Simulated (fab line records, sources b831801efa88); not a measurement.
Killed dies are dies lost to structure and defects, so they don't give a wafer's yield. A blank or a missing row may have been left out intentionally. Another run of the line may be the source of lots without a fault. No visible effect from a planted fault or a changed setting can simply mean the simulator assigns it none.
Matching of chambers -- flow gf180mcu -- 4 sister chambers for GF_SAB_ETCH_11 on rie diel-04
The step etches SiO2 in C4F8/O2/Ar, target depth 55 nm, time 8.5 s. 20 wafers are shown with their chamber, then 10 later ones without.

== EACH WAFER AND ITS CHAMBER ==
wafer,chamber,oes product au (a.u.)
L074.1,1,0.988
L074.3,2,1.004
L074.6,1,0.993
L079.1,1,1.002
L079.5,0,1.013
L079.6,1,1.005
L082.1,2,1.000
L082.5,1,0.993
L082.6,0,1.003
L083.3,0,1.013
L083.4,2,1.001
L083.6,3,1.007
L084.1,2,0.998
L084.5,2,0.997
L084.6,1,0.995
L088.1,1,0.999
L088.5,0,1.012
L088.6,3,1.009
L090.3,3,1.022
L090.4,1,1.000

SIGNATURES, as means of the wafers listed above
reading,chamber 0,chamber 1,chamber 2,chamber 3,scatter within a chamber
oes product au,1.01025,0.99687,1.00000,1.01267,0.00532
Rule: for each reading, subtract the chamber's mean from the wafer's reading, divide by that reading's scatter and square the result; add these up over the readings and take the root, which gives the wafer's distance from the chamber. If the next closest chamber is less than 2 further off than the closest, the wafer can't be placed; otherwise it belongs to the closest. The scatter: take each reading less its chamber's mean, square it, sum over the shown wafers, divide by the number of wafers less the number of chambers, and take the root.

== WAFERS WITH NO CHAMBER GIVEN ==
wafer,oes product au (a.u.)
L090.6,1.019
L091.1,1.007
L091.3,0.998
L091.5,0.987
L093.2,0.995
L093.3,0.993
L093.5,0.999
L096.3,0.984
L096.4,0.996
L096.5,0.997

== CHAMBER TAKEN BY EACH ==
wafer,from the rows above,in truth
L090.6,can't be placed: 3 or 0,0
L091.1,can't be placed: 0 or 3 or 2 or 1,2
L091.3,can't be placed: 1 or 2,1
L091.5,can't be placed: 1 or 2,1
L093.2,can't be placed: 1 or 2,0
L093.3,can't be placed: 1 or 2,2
L093.5,can't be placed: 2 or 1 or 0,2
L096.3,can't be placed: 1 or 2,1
L096.4,can't be placed: 1 or 2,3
L096.5,can't be placed: 1 or 2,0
0 of 10 placed correctly. Cannot be placed on the basis of these rows: 10; the candidates contain the true chamber in 7. 0 placed wrongly.
